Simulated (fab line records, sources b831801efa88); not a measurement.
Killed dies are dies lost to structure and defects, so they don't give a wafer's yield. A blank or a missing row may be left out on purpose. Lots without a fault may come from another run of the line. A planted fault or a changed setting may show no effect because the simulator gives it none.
One fault seen from 2 desks | flow gf180mcu | each desk has only its own numbers; what lay behind them comes last

THE TOOL OWNER'S DESK: pvd_sputter-02
The tool's own readings at GF_MIM_SPUTTER_01 (material TiN, target thk 30 nm, time 25 s): means of the sampled wafers that have a number, for each lot that ran on this tool. A lot is out of limits, marked OUT, if its mean lies more than 4 standard deviations from the usual mean; the brackets give that distance.
Columns: A = throttle_valve_pct at GF_MIM_SPUTTER_01, usual 30.0 %
lot  | first seen here | A
L113 | day 25 05:02    | 28.9
L114 | day 25 17:44    | 29.5
L125 | day 29 02:27    | 29.5
L126 | day 29 05:28    | 29.6
This desk's finding: nothing out of limits on any of the 4 lots.

THE METROLOGY DESK
What the gauges read, lot by lot, whatever tool the lot ran on: means of the sampled wafers that have a number. A lot is out of limits, marked OUT, if its mean lies more than 4 standard deviations from the usual mean; the brackets give that distance.
Columns: A = TOP_METAL_OVL at GF_TOP_METAL_OVL_MEAS_15, usual 0.0 nm
lot  | first seen here | A
L111 | day 28 04:05    | -0.5
L112 | day 28 10:26    | -1.3
L113 | day 28 18:57    | -3.1
L114 | day 29 05:38    | 1.1
L115 | day 29 14:36    | 0.6
L119 | day 30 13:24    | 0.6
L125 | day 32 05:37    | -1.6
L126 | day 32 07:31    | 1.2
L127 | day 32 17:50    | 1.2
L129 | day 33 11:20    | -0.0
L130 | day 33 13:56    | -0.6
L132 | day 33 18:53    | -0.1
L133 | day 34 01:14    | 0.9
This desk's finding: nothing out of limits on any of the 13 lots.

PUT TOGETHER
The tool owner's desk saw nothing out of limits.
The metrology desk saw nothing out of limits.

WHAT THE SIMULATOR HAD PUT IN
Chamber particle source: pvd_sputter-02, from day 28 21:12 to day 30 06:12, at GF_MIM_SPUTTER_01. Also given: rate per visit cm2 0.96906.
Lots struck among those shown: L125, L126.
